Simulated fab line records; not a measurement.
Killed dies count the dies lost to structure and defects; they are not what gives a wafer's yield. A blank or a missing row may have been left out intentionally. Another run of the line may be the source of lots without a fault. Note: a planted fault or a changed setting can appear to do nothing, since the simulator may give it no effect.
One fault through the eyes of 2 desks / flow sky130 / every desk sees just its own numbers, and what lay behind them comes last

FOR THE TOOL OWNER'S DESK: pvd_sputter-02
At SKY_METAL1_SPUTTER_04 (material TiN, target thk 70 nm, time 58.3 s) the tool's own readings: per lot run on this tool, the mean of the sampled wafers that have a number. If a lot's mean is further than 4 standard deviations from the usual mean, the lot is out of limits and carries the mark OUT (the distance appears in the brackets).
Columns: A = throttle_valve_pct at SKY_METAL1_SPUTTER_04, usual 30.5 %
lot=L685; first seen here=day 32 22:07; A=31.3
lot=L687; first seen here=day 33 20:58; A=30.7
lot=L686; first seen here=day 33 22:40; A=30.9
lot=L689; first seen here=day 34 01:31; A=31.4
lot=L688; first seen here=day 34 13:32; A=30.9
Result from this desk: across the 5 lots, nothing is out of limits.

THE METROLOGY DESK
Means of the sampled wafers that have a number, per lot and without regard to the tool the lot ran on: this is what the gauges read. If a lot's mean is further than 4 standard deviations from the usual mean, the lot is out of limits and carries the mark OUT (the distance appears in the brackets).
Columns: A = LOCAL_INTERCONNECT_OVL at SKY_LOCAL_INTERCONNECT_OVL_MEAS_12, usual -4 nm; B = cd_nm at SKY_METAL1_CD_MEAS_15, usual 140.2 nm
lot=L684; first seen here=day 31 14:40; A=-1; B=140.1
lot=L685; first seen here=day 31 15:22; A=-10; B=139.5
lot=L687; first seen here=day 32 17:26; A=-1; B=138.5
lot=L686; first seen here=day 32 18:40; A=-6; B=141.2
lot=L689; first seen here=day 32 20:37; A=1; B=142.1
lot=L688; first seen here=day 33 08:40; A=-1; B=140.4
lot=L690; first seen here=day 33 18:34; A=-3; B=140.6
lot=L698; first seen here=day 35 15:58; A=-8; B=140.2
lot=L701; first seen here=day 36 09:11; A=-7; B=139.8
lot=L705; first seen here=day 37 09:04; A=-2; B=137.0
lot=L706; first seen here=day 37 13:16; A=-9; B=141.4
lot=L707; first seen here=day 37 17:23; A=-1; B=139.3
Result from this desk: across the 12 lots, nothing is out of limits.

ALL TOGETHER
The desk of the tool owner found nothing out of limits.
Nothing out of limits was seen by the metrology desk.

WHAT THE SIMULATOR HAD PUT IN
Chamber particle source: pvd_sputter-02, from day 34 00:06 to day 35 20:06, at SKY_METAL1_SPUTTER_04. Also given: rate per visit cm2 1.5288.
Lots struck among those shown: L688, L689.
